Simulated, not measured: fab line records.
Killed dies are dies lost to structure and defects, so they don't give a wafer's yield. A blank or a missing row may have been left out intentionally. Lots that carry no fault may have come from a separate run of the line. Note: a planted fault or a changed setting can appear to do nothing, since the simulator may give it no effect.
One fault through the eyes of 2 desks -- flow gf180mcu -- each desk has only its own numbers; what lay behind them comes last

== THE METROLOGY DESK ==
What the gauges read, lot by lot, whatever tool the lot ran on: means of the sampled wafers that have a number. The brackets show how far a lot's mean lies from the usual mean; more than 4 standard deviations puts the lot out of limits, marked OUT.
Columns: A = STI_CVD_23_THK at GF_STI_THK_MEAS_24, usual 646 nm; B = MVSD_OVL at GF_MVSD_OVL_MEAS_07, usual 1.4 nm
lot,first seen here,A,B
L505,day 2 08:24,635,2.6
L506,day 2 14:41,656,1.5
L509,day 3 04:47,653,0.8
L510,day 3 10:58,663,-0.7
L514,day 4 06:41,639,1.1
L516,day 4 16:50,642,1.5
L517,day 4 22:05,648,2.0
L520,day 5 13:58,654,2.9
L521,day 5 19:42,637,0.2
L522,day 5 23:52,658,2.7
L523,day 6 05:34,641,0.9
L524,day 6 12:17,664,2.4
L525,day 6 18:29,646,2.6
L526,day 7 02:40,657,1.5
Finding of this desk: none of the 14 lots has anything out of limits.

== AT THE TOOL OWNER'S DESK: implanter-04 ==
The tool's own readings at GF_VT_IMPLANT_IMPLANT_41, given as means over the sampled wafers that have a number, one for each lot that went through this tool. The brackets show how far a lot's mean lies from the usual mean; more than 4 standard deviations puts the lot out of limits, marked OUT.
Columns: A = beam-energy-keV at GF_VT_IMPLANT_IMPLANT_41, usual 69.996; B = end-station-pressure-torr at GF_VT_IMPLANT_IMPLANT_41, usual 5e-06 Torr
lot,first seen here,A,B
L509,day 8 18:42,70.001,5e-06
L510,day 9 02:24,69.999,5e-06
L514,day 10 03:16,65.807 (-99 or more) OUT,5e-06
L516,day 10 17:07,65.760 (-99 or more) OUT,5e-06
L526,day 14 02:05,69.965,5e-06
Finding of this desk: L514, L516 out of limits; the first was L514 at day 10 03:16, on beam-energy-keV at GF_VT_IMPLANT_IMPLANT_41. Within limits: L509, L510, L526.

== BROUGHT TOGETHER ==
The tool owner's desk could have raised an alarm at day 10 03:16, on L514, L516.
The metrology desk saw nothing out of limits.
The metrology desk holds a record of L514, L516, inside its limits.
On implanter-04, each named lot ran GF_VT_IMPLANT_IMPLANT_41.

== WHAT THE SIMULATOR HAD INSERTED ==
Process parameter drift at GF_VT_IMPLANT_IMPLANT_41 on implanter-04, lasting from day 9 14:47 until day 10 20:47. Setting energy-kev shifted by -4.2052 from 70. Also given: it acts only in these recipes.
Struck lots among those shown: L514, L516.
Hours from the fault's start to each desk's first reading out of limits: the tool owner's desk, 12.
